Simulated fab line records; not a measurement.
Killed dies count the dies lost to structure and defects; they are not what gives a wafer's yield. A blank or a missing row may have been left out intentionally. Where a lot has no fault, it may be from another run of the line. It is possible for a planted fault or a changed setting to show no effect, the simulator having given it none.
Which of the tools did it?    flow sky130    6 lots with 18 wafers sampled at 2 steps, on a route of 708 steps

## WHAT THE GAUGES READ, wafer by wafer
SKY_CAP2M_THK_MEAS_01.
lot   measured      on             CAP2M_CVD_00_THK (nm)
L359  day 41 02:04  film metro-02  15.52 15.70 15.52
L363  day 41 17:25  film metro-03  15.10 15.16 15.46
L366  day 42 22:35  film metro-03  15.07 15.18 15.20
L371  day 44 10:01  film metro-02  15.57 15.69 15.67
L375  day 45 09:03  film metro-04  15.28 15.44 15.43
L380  day 46 14:43  film metro-04  15.33 15.30 15.42

## WHAT TOOL EACH LOT RAN ON (gives the tool, then ch and the chambers of the sampled wafers, and finally the start)
lot   SKY_METAL2_METAL_ETCH_19
L359  rie metal-02 ch 0,1, day 36 14:43
L363  rie metal-03 ch 0,1, day 37 08:09
L366  rie metal-02 ch 0,1, day 38 15:59
L371  rie metal-01 ch 0,1, day 40 05:47
L375  rie metal-03 ch 0,1, day 41 07:33
L380  rie metal-03 ch 0,1, day 42 15:07
- SKY_METAL2_METAL_ETCH_19: etches the open film in Cl2/BCl3, stops on SiO2, target depth 360 nm, time 78 s.

## THE ANSWER, worked out from the rows above alone
Rule: what is usual is taken from the lots themselves. The widest of any qualifying gaps counts: lots, ordered by their means at a reading, are off when they make up no more than a third of the lots, leave a main group of 4 or more, and stand apart from it by 3 or more times the standard deviation of that group's means. If all means in a main group match to the digits the tables above print for the reading, that group is not used. A lot without any number at a reading at which 4 lots or more have one is off too. All remaining lots with rows at the step are treated as sound.
Across all readings shown, no lot is off: no conclusion can be drawn from this.

## WHAT THE SIMULATOR PUT IN
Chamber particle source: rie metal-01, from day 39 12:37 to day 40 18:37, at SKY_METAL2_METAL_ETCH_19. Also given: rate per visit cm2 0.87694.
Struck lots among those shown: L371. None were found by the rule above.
